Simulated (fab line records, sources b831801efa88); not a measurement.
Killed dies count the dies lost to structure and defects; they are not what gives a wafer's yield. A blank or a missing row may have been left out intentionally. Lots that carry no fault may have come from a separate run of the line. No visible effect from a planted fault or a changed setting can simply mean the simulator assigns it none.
fab line records	flow sky130
record lots=5	wafers=15	last-day=50
route steps=708 shown LDD_LDN@294 SPACER@304 POLY_CUT@307 PAD_OPEN@708
lots that met no fault: from a run of the same line without faults
start-h: hours from the record's first day to the start of the lot's first wafer shown	wait-h: time in hours since the lot's previous step	" unchanged from the row above	L1.1+2: one row covering several wafers at once	- value missing, or start not given	* or withheld: withheld	< > ~ a bound
route shown NAME@n: a module of which the file shows steps, and the number in the route of the first	usual: mean/standard deviation taken from wafers without a fault	same: alike in all rows	chamber/n: place in a boat	sites: the reading at each site	_std_site: their standard deviation	_edge_site: the outer-site mean with the inner-site mean subtracted	radius-mm: how far each site lies from the wafer's centre	mask NAME#n: copy n	behind: the last tool/chamber to shape the wafer	hold: what put the lot on hold/how long, in hours/how the hold closed	device: the transistor (n, p or np) that didn't switch	end of line: tests of these same wafers at the route's end	a step with no rows: only its recipe	killed: dies that structure and defects cost at the first sort, which is not the same as the wafer's yield	map: a wafer's dies, marking killed ones x, the rest . and places with no die _
set.NAME: the setting the step ran with; set.NAME@STEP: the setting that earlier step ran with	model.NAME: the simulator's own value behind a step, which no gauge read
a table for each step, a row for each wafer; lots at some steps of the route
services: when a tool's chamber went out of use (start-h, in hours from the record's first day, below 0 if earlier), for how many hours, and the reason
## steps
# step SKY_LDD_LDN_PEB_05
# recipe temp-c=withheld	time-s=*	resist=NOVOLAK
# step SKY_LDD_LDN_DEVELOP_06
# recipe resist=NOVOLAK	developer=TMAH	develop-time-s=60	dev-temp-c=23
# step SKY_LDD_LDN_OVL_MEAS_07
# usual LDD_LDN_OVL=0.7/1.3
lot.wafer	tool	chamber	start-h	wait-h	LDD_LDN_OVL[nm]
L880.4	overlay-02	-	530.12	0.1	-1.2
L880.5	"	-	"	"	-0.6
L880.6	"	-	"	"	-0.9
L882.3	overlay-02	-	547.02	0.1	0.3
L882.4	"	-	"	"	1.7
L882.6	"	-	"	"	-0.3
L889.1	overlay-02	-	642.80	0.1	1.2
L889.2	"	-	"	"	0.8
L889.3	"	-	"	"	1.5
L891.2	overlay-02	-	643.81	0.1	-1.1
L891.4	"	-	"	"	-0.8
L891.6	"	-	"	"	-0.9
L902.1	overlay-02	-	717.30	0.1	0.5
L902.3	"	-	"	"	0.6
L902.4	"	-	"	"	-0.5
# step SKY_LDD_LDN_IMPLANT_08
# recipe species=As	energy-kev=15	dose-cm2=1.25e+13	tilt-deg=withheld	rotation-deg=23
# step SKY_LDD_LDN_IMPLANT_09
# recipe species=As	energy-kev=15	dose-cm2=1.25e+13	tilt-deg=withheld	rotation-deg=113
# step SKY_LDD_LDN_IMPLANT_10
# recipe species=As	energy-kev=15	dose-cm2=1.25e+13	tilt-deg=withheld	rotation-deg=203
# step SKY_LDD_LDN_IMPLANT_11
# recipe species=As	energy-kev=15	dose-cm2=1.25e+13	tilt-deg=withheld	rotation-deg=293
# step SKY_LDD_LDN_STRIP_12
# recipe chemistry=O2/N2	power-w=1400	pressure-mtorr=1500	platen-temp-c=withheld	o2-flow-sccm=3000	n2-flow-sccm=300	overash-fraction=0.5
# usual drypump-motor-current-A=5.8/0.61	oes-product-au=0.716/0.0043	strip-time-to-endpoint-s=14.17/0.035
lot.wafer	tool	chamber	start-h	wait-h	drypump-motor-current-A	oes-product-au	rf-hours-counter-h	strip-time-to-endpoint-s
L880.4	plasma-asher-04	1	530.77	0.1	5.8	0.713	-	14.17
L880.5	"	0	"	"	6.8	0.715	-	14.19
L880.6	"	1	"	"	5.8	0.714	-	14.13
L882.3	plasma-asher-01	0	547.68	0.1	5.7	0.713	-	14.16
L882.4	"	1	"	"	4.8	0.716	-	14.16
L882.6	"	1	"	"	4.8	0.723	-	14.17
L889.1	plasma-asher-04	0	643.43	0.1	6.8	0.722	22	14.19
L889.2	"	1	"	"	5.8	0.721	22	14.16
L889.3	"	0	"	"	6.9	0.710	-	14.19
L891.2	plasma-asher-04	0	644.44	0.1	6.8	0.714	22	14.13
L891.4	"	1	"	"	5.8	0.715	-	14.17
L891.6	"	1	"	"	5.8	0.708	-	14.11
L902.1	plasma-asher-03	1	717.93	0.1	6.0	0.717	103	14.11
L902.3	"	1	"	"	6.0	0.712	-	14.09
L902.4	"	0	"	"	6.1	0.717	-	14.11
# step SKY_LDD_LDN_TW_MEAS_13
# usual LDD_LDN_TW=1483/7.5
lot.wafer	tool	chamber	start-h	wait-h	LDD_LDN_TW
L880.4	film-metro-03	-	530.86	0.1	1491
L880.5	"	-	"	"	1491
L880.6	"	-	"	"	1486
L882.3	film-metro-03	-	547.76	0.1	1490
L882.4	"	-	"	"	1484
L882.6	"	-	"	"	1489
L889.1	film-metro-02	-	643.53	0.1	1482
L889.2	"	-	"	"	1491
L889.3	"	-	"	"	1480
L891.2	film-metro-03	-	644.55	0.1	1493
L891.4	"	-	"	"	1492
L891.6	"	-	"	"	1495
L902.1	film-metro-04	-	718.03	0.1	1491
L902.3	"	-	"	"	1484
L902.4	"	-	"	"	1487
# step SKY_LDD_LDN_CLEAN_14
# recipe chemistry=SC1/SC2	mix=1:4:20	temp-c=70	time-s=150	dry=n2-spin
# step SKY_SPACER_CVD_00
# recipe material=Si3N4	precursor=DCS/NH3	target-thk-nm=43.1	temp-c=770	time-s=740	pressure-mtorr=250
# step SKY_SPACER_THK_MEAS_01
# recipe reads=Si3N4_of_SPACER_CVD_00
# usual SPACER_CVD_00_THK=43.1/0.42
lot.wafer	tool	chamber	start-h	wait-h	SPACER_CVD_00_THK[nm]
L880.4	film-metro-02	-	532.79	0.0	42.1
L880.5	"	-	"	"	42.2
L880.6	"	-	"	"	42.8
L882.3	film-metro-02	-	549.73	0.0	42.7
L882.4	"	-	"	"	42.2
L882.6	"	-	"	"	42.7
L889.1	film-metro-01	-	644.91	0.0	41.7
L889.2	"	-	"	"	42.2
L889.3	"	-	"	"	42.2
L891.2	film-metro-02	-	646.12	0.0	43.2
L891.4	"	-	"	"	43.7
L891.6	"	-	"	"	43.4
L902.1	film-metro-01	-	719.37	0.0	43.2
L902.3	"	-	"	"	43.4
L902.4	"	-	"	"	43.4
# step SKY_SPACER_ETCHBACK_02
# recipe chemistry=CH3F/O2	target=Si3N4	stop-on=SiO2	source-w=400	bias-w=80	pressure-mtorr=25	ch3f-flow-sccm=40	O2_flow_sccm=30	time-s=46.7	target-depth-a=450
# usual drypump-motor-current-A=5.7/0.44	oes-product-au=0.855/0.0065	rf-fwd-power-W=395.2/2	throttle-valve-pct=10.562/0.0092
lot.wafer	tool	chamber	start-h	wait-h	drypump-motor-current-A	oes-product-au	rf-fwd-power-W	rf-hours-counter-h	throttle-valve-pct	model.SiO2_of_SONOS_ONO_CVD_04.thk-nm
L880.4	rie-diel-02	2	532.84	0.0	5.5	0.847	394.1	-	10.564	4.142
L880.5	"	1	"	"	5.7	0.843	396.2	-	10.568	4.153
L880.6	"	0	"	"	5.2	0.853	397.9	-	10.573	4.123
L882.3	rie-diel-02	2	549.77	0.0	5.5	0.849	394.0	14	10.564	4.318
L882.4	"	1	"	"	5.7	0.846	398.3	8	10.568	4.399
L882.6	"	2	"	"	5.5	0.850	394.3	-	10.578	4.333
L889.1	rie-diel-02	2	644.97	0.1	5.5	0.843	393.6	16	10.561	4.311
L889.2	"	1	"	"	5.7	0.838	394.8	10	10.563	4.445
L889.3	"	3	"	"	6.2	0.854	395.4	1	10.569	4.32
L891.2	rie-diel-04	1	646.17	0.0	5.2	0.864	395.8	0	10.554	4.118
L891.4	"	0	"	"	6.2	0.871	392.3	9	10.555	4.134
L891.6	"	1	"	"	5.2	0.861	396.8	-	10.554	4.194
L902.1	rie-diel-02	3	719.43	0.1	6.2	0.851	397.2	3	10.552	4.181
L902.3	"	2	"	"	5.5	0.871	393.5	18	10.559	4.223
L902.4	"	0	"	"	5.2	0.863	395.8	15	10.564	2.092
# step SKY_POLY_CUT_DEHYDRATE_00
# recipe temp-c=200	time-s=60
# step SKY_POLY_CUT_HMDS_01
# recipe prime-time-s=60	prime-temp-c=120
# step SKY_POLY_CUT_COAT_02
# recipe resist=BARC	temp-c=withheld	time-s=withheld	spin-rpm=3000	resist-thk-nm=60
# step SKY_POLY_CUT_COAT_03
# recipe resist=KrF-thick	spin-rpm=3000	resist-thk-nm=450
# step SKY_POLY_CUT_SOFTBAKE_04
# recipe temp-c=100	time-s=90	resist=KrF-thick
# step SKY_POLY_CUT_EXPOSE_05
# recipe mask-id=NPCM	na=0.8	source-shape=annular	sigma-inner=0.55	sigma-outer=0.85	target-cd-nm=270	dose-mj=32
# step SKY_POLY_CUT_PEB_06
# recipe peb-temp-c=withheld	peb-time-s=withheld	resist=KrF-thick
# step SKY_POLY_CUT_DEVELOP_07
# recipe develop-time-s=60	resist=KrF-thick	dev-temp-c=21
# step SKY_POLY_CUT_CD_MEAS_08
# recipe target-cd-nm=270
# usual cd-nm=270.2/1.5
lot.wafer	tool	chamber	start-h	wait-h	cd-nm
L880.4	cd-sem-02	-	562.37	-	272.2
L880.5	"	-	"	"	271.9
L880.6	"	-	"	"	271.3
L882.3	cd-sem-02	-	578.79	-	269.1
L882.4	"	-	"	"	268.7
L882.6	"	-	"	"	268.3
L889.1	cd-sem-01	-	673.51	-	268.7
L889.2	"	-	"	"	268.5
L889.3	"	-	"	"	270.0
L891.2	cd-sem-01	-	674.27	-	268.6
L891.4	"	-	"	"	267.3
L891.6	"	-	"	"	269.1
L902.1	cd-sem-02	-	746.85	-	268.8
L902.3	"	-	"	"	268.9
L902.4	"	-	"	"	269.3
# step SKY_POLY_CUT_OVL_MEAS_09
# usual POLY_CUT_OVL=2/6.3
lot.wafer	tool	chamber	start-h	wait-h	POLY_CUT_OVL[nm]
L880.4	overlay-02	-	562.45	0.1	4
L880.5	"	-	"	"	4
L880.6	"	-	"	"	2
L882.3	overlay-01	-	578.88	0.1	13
L882.4	"	-	"	"	13
L882.6	"	-	"	"	10
L889.1	overlay-01	-	673.63	0.1	7
L889.2	"	-	"	"	5
L889.3	"	-	"	"	2
L891.2	overlay-02	-	674.37	0.1	1
L891.4	"	-	"	"	1
L891.6	"	-	"	"	-2
L902.1	overlay-01	-	746.97	0.1	9
L902.3	"	-	"	"	18
L902.4	"	-	"	"	3
# step SKY_POLY_CUT_ETCH_10
# recipe chemistry=N2/H2	target=BARC	ion-energy-ev=200	source-w=500	bias-w=100	pressure-mtorr=30	n2-flow-sccm=100	h2-flow-sccm=200	stop-on=SiO2	time-s=45.9	target-depth-a=600
# usual drypump-motor-current-A=5.6/0.44	h2-flow-sccm=200.0/0.59	oes-product-au=0.853/0.0046	rf-fwd-power-W=494.2/2.2	throttle-valve-pct=13.226/0.0089
lot.wafer	tool	chamber	start-h	wait-h	drypump-motor-current-A	h2-flow-sccm	oes-product-au	rf-fwd-power-W	rf-hours-counter-h	throttle-valve-pct
L880.4	rie-diel-02	0	562.46	0.0	5.2	199.2	0.855	496.6	12	13.235
L880.5	"	2	"	"	5.5	200.0	0.856	492.4	-	13.219
L880.6	"	1	"	"	5.7	200.2	0.847	498.9	-	13.213
L882.3	rie-diel-03	2	578.90	0.0	5.6	200.1	0.850	495.7	14	13.225
L882.4	"	0	"	"	4.9	200.2	0.857	501.0	61	13.233
L882.6	"	3	"	"	4.7	199.1	0.862	493.2	-	13.230
L889.1	rie-diel-02	0	673.66	0.0	5.2	200.0	0.858	494.3	14	13.208
L889.2	"	3	"	"	6.2	199.1	0.854	496.9	2	13.233
L889.3	"	1	"	"	5.7	199.3	0.855	495.4	10	13.224
L891.2	rie-diel-02	0	674.40	0.0	5.2	200.2	0.857	495.7	14	13.221
L891.4	"	1	"	"	5.7	200.6	0.847	495.9	10	13.229
L891.6	"	0	"	"	5.2	200.1	0.850	495.7	-	13.238
L902.1	rie-diel-02	1	747.01	0.0	5.7	199.6	0.848	494.4	12	13.223
L902.3	"	2	"	"	5.5	200.2	0.852	493.1	18	13.231
L902.4	"	0	"	"	5.2	200.1	0.850	496.3	15	13.223
# step SKY_POLY_CUT_ETCH_11
# recipe target=Si3N4	chemistry=CF4/CH2F2/Ar	stop-on=poly-Si	source-w=600	bias-w=150	pressure-mtorr=40	cf4-flow-sccm=40	ch2f2-flow-sccm=20	Ar_flow_sccm=150	time-s=42.5	target-depth-a=600
# usual drypump-motor-current-A=5.6/0.44	oes-product-au=0.829/0.0063	rf-fwd-power-W=593.1/2.7	throttle-valve-pct=14.994/0.0095
lot.wafer	tool	chamber	start-h	wait-h	drypump-motor-current-A	oes-product-au	rf-fwd-power-W	rf-hours-counter-h	throttle-valve-pct	model.POLY_CUT.feature-depth-nm	model.etch.depth-nm
L880.4	rie-diel-02	0	562.51	0.0	5.2	0.839	596.5	12	14.988	62.27	62.27
L880.5	"	2	"	"	5.5	0.829	586.6	-	14.998	62.37	62.37
L880.6	"	1	"	"	5.7	0.835	597.0	-	14.999	62.1	62.1
L882.3	rie-diel-03	2	578.95	0.0	5.7	0.823	592.5	14	14.988	61.54	61.54
L882.4	"	0	"	"	5.0	0.833	597.8	61	15.011	61.58	61.58
L882.6	"	3	"	"	4.7	0.822	596.7	-	14.989	61.33	61.33
L889.1	rie-diel-02	0	673.71	0.0	5.2	0.829	595.9	14	14.990	61.54	61.54
L889.2	"	3	"	"	6.2	0.828	595.3	2	14.970	61.32	61.32
L889.3	"	1	"	"	5.7	0.826	595.9	10	14.994	61.64	61.64
L891.2	rie-diel-02	0	674.45	0.0	5.2	0.830	590.9	14	14.980	62.7	62.7
L891.4	"	1	"	"	5.7	0.832	594.3	10	14.990	63	63
L891.6	"	0	"	"	5.2	0.838	593.1	-	14.991	62.86	62.86
L902.1	rie-diel-02	1	747.05	0.0	5.7	0.826	595.0	12	14.996	61.69	61.69
L902.3	"	2	"	"	5.5	0.820	590.5	18	14.979	61.46	61.46
L902.4	"	0	"	"	5.2	0.786	596.8	15	14.986	56.09	56.09
# step SKY_POLY_CUT_STRIP_12
# recipe chemistry=O2/N2	power-w=1400	pressure-mtorr=1500	platen-temp-c=withheld	o2-flow-sccm=3000	n2-flow-sccm=300	overash-fraction=0.5
# usual drypump-motor-current-A=5.8/0.51	oes-product-au=0.452/0.0055	strip-time-to-endpoint-s=5.350/0.017
lot.wafer	tool	chamber	start-h	wait-h	drypump-motor-current-A	oes-product-au	rf-hours-counter-h	strip-time-to-endpoint-s
L880.4	plasma-asher-01	1	562.58	0.1	4.8	0.454	-	5.347
L880.5	"	1	"	"	4.8	0.455	-	5.328
L880.6	"	0	"	"	5.7	0.451	-	5.356
L882.3	plasma-asher-03	1	579.02	0.1	6.0	0.454	-	5.363
L882.4	"	0	"	"	6.1	0.447	-	5.358
L882.6	"	0	"	"	6.1	0.453	-	5.353
L889.1	plasma-asher-01	1	673.75	0.0	4.8	0.447	54	5.348
L889.2	"	0	"	"	5.7	0.444	54	5.349
L889.3	"	0	"	"	5.7	0.448	-	5.327
L891.2	plasma-asher-01	1	674.49	0.0	4.8	0.448	55	5.366
L891.4	"	0	"	"	5.8	0.454	-	5.345
L891.6	"	0	"	"	5.7	0.458	-	5.342
L902.1	plasma-asher-03	1	747.09	0.0	6.0	0.446	0	5.338
L902.3	"	0	"	"	6.1	0.453	-	5.322
L902.4	"	1	"	"	6.0	0.455	-	5.329
# step SKY_PAD_OPEN_PROBE_99
# usual killed_at_M0_to_M3=43/6.7	killed_at_M4_up=3.2/1.8	killed-at-contacts=25/5.2	killed-at-front-end=15/4.4	killed-at-other=0.2/0.4	killed-dies=87/9.3	killed-open=48/7.1	killed-short=39/6
# same gross-dies=492	killed-at-back-side=0
lot.wafer	tool	chamber	start-h	wait-h	killed_at_M0_to_M3	killed_at_M4_up	killed-at-contacts	killed-at-front-end	killed-at-other	killed-dies	killed-open	killed-short	model.etest.pfet_01v8.r-on-ohm-um	model.etest.res-pdiff.line-ohm-um	model.etest.res-ndiff.line-ohm-um	model.etest.nfet-g5v0d10v5.r-on-ohm-um	model.etest.sonos-uncharged.r-on-ohm-um	model.etest.pfet_01v8.drive-ua-um	model.etest.res-pdiff.rs-ohm-sq	model.etest.pfet_01v8_hvt.drive-ua-um
L880.4	prober-02	-	1080.96	0.2	49	1	23	15	0	88	46	42	2882	1380	778.1	1869	808.3	192.9	194.7	143.2
L880.5	prober-02	-	1081.01	0.2	46	4	22	19	1	92	53	39	2944	1343	761.1	1902	805.3	189.4	195.9	141.4
L880.6	prober-02	-	1081.06	0.2	35	2	28	16	1	82	48	34	2962	1356	776.5	1897	812.2	186.7	196.3	139.8
L882.3	prober-02	-	1086.92	0.2	53	4	28	16	0	101	56	45	2873	1327	755.5	1895	801.3	194.3	195.7	144.7
L882.4	prober-02	-	1086.97	0.2	33	4	27	10	0	74	36	38	2779	1338	761.9	1873	811.5	202.1	195.8	153.2
L882.6	prober-02	-	1087.07	0.2	34	4	21	23	0	82	38	44	2866	1328	759.6	1899	806.4	196.3	194.4	146.8
L891.2	prober-02	-	1155.41	0.1	54	1	30	13	0	98	58	40	2957	1372	774.8	1892	817.9	189.6	197.4	140.7
L891.4	prober-02	-	1155.51	0.2	46	4	17	15	0	82	36	46	2995	1339	752.3	1907	811.5	186.4	197.2	138.9
L891.6	prober-02	-	1155.61	0.2	42	1	22	18	0	83	41	42	2894	1352	765.4	1880	815.3	193.1	197.5	143.1
L889.1	prober-02	-	1158.61	0.1	48	3	17	10	0	78	41	37	2820	1387	770.5	1876	807.7	198.3	197	147.4
L889.2	prober-02	-	1158.66	0.1	40	1	20	13	0	74	41	33	2812	1352	764.3	1866	823.4	200.8	195	149.3
L889.3	prober-02	-	1158.71	0.2	48	2	17	16	0	83	44	39	2832	1356	744	1858	805.4	197.7	194.3	149
L902.1	prober-02	-	1201.42	0.1	40	5	27	11	0	83	48	35	3001	1435	770.2	1909	832.7	185.8	199.6	137.9
L902.3	prober-02	-	1201.52	0.2	52	2	21	7	1	83	49	34	2988	1395	781.1	1930	834	184.6	200.1	138.7
L902.4	prober-02	-	1201.57	0.2	37	2	25	11	0	75	36	39	2742	1295	732.1	1881	792	206.5	181.1	154.5
# killed by level:class
L880.4 VIA1:geometric-particle:open=11 VIA1:geometric-particle:short=8 CONTACT:geometric-particle:open=7 VIA3:geometric-particle:open=7 POLY_GATE:geometric-particle:short=6 LI_CONTACT:geometric-particle:open=6 SPACER:geometric-particle:short=5 CONTACT:geometric-particle:short=5
L880.5 VIA1:geometric-particle:open=12 CONTACT:geometric-particle:open=10 VIA3:geometric-particle:open=8 METAL2:geometric-particle:short=6 LI_CONTACT:geometric-particle:open=6 VIA2:geometric-particle:open=6 FIELD_ISO:geometric-particle:short=5 METAL3:geometric-particle:short=5
L880.6 CONTACT:geometric-particle:open=15 LI_CONTACT:geometric-particle:open=9 VIA1:geometric-particle:open=7 FIELD_ISO:geometric-particle:short=6 VIA2:geometric-particle:open=5 VIA3:geometric-particle:open=5 METAL1:geometric-particle:short=4 POLY_GATE:geometric-particle:short=3
L882.3 VIA2:geometric-particle:open=12 VIA1:geometric-particle:open=9 LI_CONTACT:geometric-particle:open=8 CONTACT:geometric-particle:open=8 VIA1:geometric-particle:short=8 METAL3:geometric-particle:short=7 POLY_GATE:geometric-particle:open=6 CONTACT:geometric-particle:short=6
L882.4 CONTACT:geometric-particle:open=15 METAL1:geometric-particle:short=9 METAL2:geometric-particle:short=6 VIA3:geometric-particle:open=5 CONTACT:geometric-particle:short=4 LI_CONTACT:geometric-particle:open=4 METAL4:geometric-particle:short=4 POLY_GATE:geometric-particle:open=3
L882.6 VIA1:geometric-particle:open=11 POLY_GATE:geometric-particle:short=8 POLY_GATE:geometric-particle:open=7 CONTACT:geometric-particle:short=5 CONTACT:geometric-particle:open=5 METAL1:geometric-particle:short=5 LOCAL_INTERCONNECT:geometric-particle:short=4 METAL4:geometric-particle:short=4
L891.2 CONTACT:geometric-particle:open=16 VIA1:geometric-particle:open=12 VIA2:geometric-particle:open=9 VIA1:geometric-particle:short=7 VIA3:geometric-particle:open=7 METAL2:geometric-particle:short=6 METAL1:geometric-particle:short=5 POLY_GATE:geometric-particle:open=4
L891.4 METAL1:geometric-particle:short=11 VIA1:geometric-particle:open=9 CONTACT:geometric-particle:short=7 METAL2:geometric-particle:short=7 POLY_GATE:geometric-particle:open=6 LOCAL_INTERCONNECT:geometric-particle:short=5 VIA3:geometric-particle:open=5 VIA1:geometric-particle:short=4
L891.6 VIA1:geometric-particle:open=12 CONTACT:geometric-particle:open=9 VIA1:geometric-particle:short=9 FIELD_ISO:geometric-particle:short=6 METAL2:geometric-particle:short=6 FIELD_ISO:geometric-particle:open=4 POLY_GATE:geometric-particle:short=4 LI_CONTACT:geometric-particle:open=4
L889.1 VIA3:geometric-particle:open=10 VIA1:geometric-particle:open=7 METAL1:geometric-particle:short=7 VIA2:geometric-particle:open=6 VIA2:geometric-particle:short=5 CONTACT:geometric-particle:open=5 POLY_GATE:geometric-particle:open=4 LI_CONTACT:geometric-particle:open=4
L889.2 VIA1:geometric-particle:open=9 CONTACT:geometric-particle:open=7 VIA2:geometric-particle:open=6 LI_CONTACT:geometric-particle:open=6 CONTACT:geometric-particle:short=4 VIA1:geometric-particle:short=4 METAL2:geometric-particle:short=4 VIA2:geometric-particle:short=4
L889.3 METAL1:geometric-particle:short=10 VIA3:geometric-particle:open=10 FIELD_ISO:geometric-particle:short=6 CONTACT:geometric-particle:open=6 VIA1:geometric-particle:open=6 VIA2:geometric-particle:open=6 LI_CONTACT:geometric-particle:open=5 FIELD_ISO:geometric-particle:open=4
L902.1 CONTACT:geometric-particle:open=10 VIA3:geometric-particle:open=7 METAL2:geometric-particle:short=7 LI_CONTACT:geometric-particle:open=6 VIA1:geometric-particle:short=6 CONTACT:geometric-particle:short=5 VIA2:geometric-particle:open=5 FIELD_ISO:geometric-particle:open=4
L902.3 VIA2:geometric-particle:open=11 VIA1:geometric-particle:open=9 LI_CONTACT:geometric-particle:open=8 CONTACT:geometric-particle:open=7 METAL2:geometric-particle:short=6 VIA3:geometric-particle:open=6 VIA1:geometric-particle:short=5 METAL1:geometric-particle:short=4
L902.4 LI_CONTACT:geometric-particle:open=9 METAL2:geometric-particle:short=7 CONTACT:geometric-particle:open=6 VIA1:geometric-particle:open=5 LOCAL_INTERCONNECT:geometric-particle:short=5 METAL1:geometric-particle:short=4 VIA3:geometric-particle:open=4 METAL3:geometric-particle:short=4
## services
tool	chamber	start-h	hours	kind
rie-diel-03	2	512.11	4.5	repair
rie-diel-02	3	524.75	-	clean
rie-diel-02	3	524.75	19.4	scheduled-down
rie-diel-02	0	539.46	1.8	repair
rie-diel-02	1	578.20	10.3	repair
rie-diel-03	-	589.47	1.8	repair
plasma-asher-01	-	596.70	0.6	repair
rie-diel-03	1	598.71	8.8	repair
plasma-asher-03	-	600.70	3.1	repair
rie-diel-04	-	607.64	2.8	pm
plasma-asher-01	-	623.35	2.8	pm
plasma-asher-01	-	626.14	0.9	repair
rie-diel-04	0	628.92	2.9	repair
rie-diel-02	0	642.07	5.4	repair
plasma-asher-01	-	642.90	2.5	repair
rie-diel-03	-	643.14	2.8	pm
plasma-asher-03	-	645.60	4.1	pm
rie-diel-03	-	658.90	15.6	pm
plasma-asher-04	-	665.30	2.0	repair
plasma-asher-01	-	680.19	1.2	repair
rie-diel-03	1	696.06	4.8	repair
plasma-asher-01	-	703.49	2.3	repair
plasma-asher-03	-	733.75	9.0	pm
plasma-asher-01	-	737.52	46.0	pm
## key
first-sign step=SKY_POLY_CUT_ETCH_11	reading=oes-product-au	direction=down	sigmas=6.8	usual=0.829	struck=0.786
effect none on later readings
model-effect step=SKY_SPACER_ETCHBACK_02	value=SiO2_of_SONOS_ONO_CVD_04.thk-nm	without=4.12	struck=2.092
model-effect step=SKY_POLY_CUT_ETCH_11	value=POLY_CUT.feature-depth-nm	without=61.68	struck=56.09
model-effect step=SKY_PAD_OPEN_PROBE_99	value=etest.pfet_01v8.r-on-ohm-um	without=2974	struck=2742
met-at SKY_SPACER_ETCHBACK_02
struck-wafers L902.4
tester-left-out L902
onset-between 532.84 719.43
fault kind=process-parameter-drift	tool=rie-diel-02	chamber=0	onset-h=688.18	steps=SKY_SPACER_ETCHBACK_02	channel=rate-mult	offset=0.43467	shape=step	end-h=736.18
# tester-left-out: of these lots the tester's yield and bins aren't shown, on N5 and GAA mostly nor the transistor test; their killed dies are dies lost to structure and defects alone, not to doping, threshold or leakage, so they don't give the yield
